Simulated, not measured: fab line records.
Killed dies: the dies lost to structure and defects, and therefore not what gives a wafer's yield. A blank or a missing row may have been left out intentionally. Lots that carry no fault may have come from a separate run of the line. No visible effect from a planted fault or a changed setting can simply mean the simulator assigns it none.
A lot that was struck, set against a sound lot | flow sfq_line | 21 out of 325 route steps
Sound: these wafers, L715.4, L715.5, L715.6. Struck: wafers L724.1, L724.4 (left out: L724.5, a lot-mate that was not struck); the cause follows at the end.
Order at every step that has rows: each side's tool, ch and its chambers, its first start. Under that, the readings that differ: sound wafers | struck wafers | difference of the means | sigmas: that difference in standard deviations of wafers without a fault.
alike: readings with means less than 2 such deviations apart, plus words and numbers identical on both sides. not compared: withheld readings, readings lacking a value on some wafer, bounds such as >300 that could conceal the same value, and numbers that have no deviation in the record and whose values overlap.
Wherever a step has rows on one side only, a row that says differs or no value, or a row with sigmas, the two part there. Numbers that have no deviation but don't overlap get no sigmas and don't part them. A reading that every wafer of one side lacks parts them only if that side has two wafers or more.

first, 6 steps without rows for these wafers: SFQ_TRILAYER_R5_LITHO_COAT_141 (resist thk 62 nm); SFQ_TRILAYER_R5_LITHO_COAT_136 (resist thk 600 nm); SFQ_TRILAYER_R5_LITHO_SOFTBAKE_140; SFQ_TRILAYER_R5_LITHO_EXPOSE_137 (exposes mask R5, target cd 500 nm); SFQ_TRILAYER_R5_LITHO_PEB_139 (peb time 60 s); SFQ_TRILAYER_R5_LITHO_DEVELOP_138 (time 60 s).
SFQ_R5_OVL_MEAS_935:
  sound: overlay-01 at day 51 08:29; struck: overlay-02 at day 55 09:01
  alike: R5_OVL
SFQ_TRILAYER_R5_BARC_OPEN_METAL_ETCH_177: etches BARC in O2, target depth 125 nm, time 41.7 s.
  sound on rie_metal-01 ch 0,1, day 51 08:31; struck on rie_metal-01 ch 0,1, day 55 09:03
  alike: drypump_motor_current_A, oes_product_au
  not compared: rf_hours_counter_h
SFQ_TRILAYER_R5_ETCH_METAL_ETCH_139: etches the open film in Cl2, stops on SiO2, target depth 60 nm, time 40 s.
  sound on rie_metal-01 ch 0,1, day 51 08:35; struck on rie_metal-01 ch 0,1, day 55 09:07
  alike: drypump_motor_current_A, oes_product_au
  not compared: rf_hours_counter_h
SFQ_TRILAYER_R5_STRIP_STRIP_140: strips in O2.
  sound on rie_metal-01 ch 0,1, day 51 08:49; struck on rie_metal-01 ch 0,1, day 55 09:10
  alike: drypump_motor_current_A, oes_product_au
  not compared: rf_hours_counter_h
then, 1 step without rows for these wafers: SFQ_TRILAYER_R5_STRIP_SOLV_CLEAN_141 (cleans in NMP, time 600 s).
SFQ_TRILAYER_A5C_DEP_PECVD_142: deposits SiO2 from SiH4/N2O, time 15.556 s, target thk 70 nm.
  sound on pecvd-02 ch 0,1,2, day 51 09:25; struck on pecvd-01 ch 0,1, day 55 09:56
  alike: heater_power_w, throttle_valve_pct
SFQ_TRILAYER_I5_LITHO_COAT_149: resist thk 62 nm.
  sound on litho_track-01 ch 0, day 51 09:36; struck on litho_track-02 ch 0, day 55 09:58
  reading                                              | sound            | struck      | difference | sigmas
  model.BARC_of_TRILAYER_I5_LITHO_COAT_149.thk_nm (nm) | 62.2 62.03 62.25 | 58.85 58.87 | -3.30      |
  alike: resist_line_temp_C
then, 5 steps without rows for these wafers: SFQ_TRILAYER_I5_LITHO_COAT_144 (resist thk 650 nm); SFQ_TRILAYER_I5_LITHO_SOFTBAKE_148; SFQ_TRILAYER_I5_LITHO_EXPOSE_145 (exposes mask I5, target cd 700 nm); SFQ_TRILAYER_I5_LITHO_PEB_147 (peb time 60 s); SFQ_TRILAYER_I5_LITHO_DEVELOP_146 (time 60 s).
SFQ_I5_OVL_MEAS_936:
  sound: overlay-02 at day 53 14:49; struck: overlay-02 at day 56 21:13
  alike: I5_OVL
SFQ_TRILAYER_I5_BARC_OPEN_VIA_ETCH_200: etches BARC in O2, target depth 125 nm, time 41.7 s.
  sound on rie_diel-04 ch 0,2,3, day 53 14:50; struck on rie_diel-02 ch 0,2, day 56 21:16
  reading                  | sound             | struck      | difference | sigmas
  oes_product_au (a.u.)    | 0.685 0.684 0.680 | 0.669 0.668 | -0.014     | -3
  model.etch.depth_nm (nm) | 62.2 62.03 62.25  | 58.85 58.87 | -3.30      |
  alike: drypump_motor_current_A
  not compared: rf_hours_counter_h
SFQ_TRILAYER_I5_ETCH_VIA_ETCH_147: etches the open film in CHF3, stops on Nb, target depth 360 nm.
  sound on rie_diel-04 ch 0,2,3, day 53 14:52; struck on rie_diel-02 ch 0,2, day 56 21:18
  alike: drypump_motor_current_A, oes_product_au

## WHERE THEY PART
Within this record, at SFQ_TRILAYER_I5_BARC_OPEN_VIA_ETCH_200 only. Later steps at which nothing parts them and some readings are alike: SFQ_TRILAYER_I5_ETCH_VIA_ETCH_147.

WHY: whatever the simulator had introduced
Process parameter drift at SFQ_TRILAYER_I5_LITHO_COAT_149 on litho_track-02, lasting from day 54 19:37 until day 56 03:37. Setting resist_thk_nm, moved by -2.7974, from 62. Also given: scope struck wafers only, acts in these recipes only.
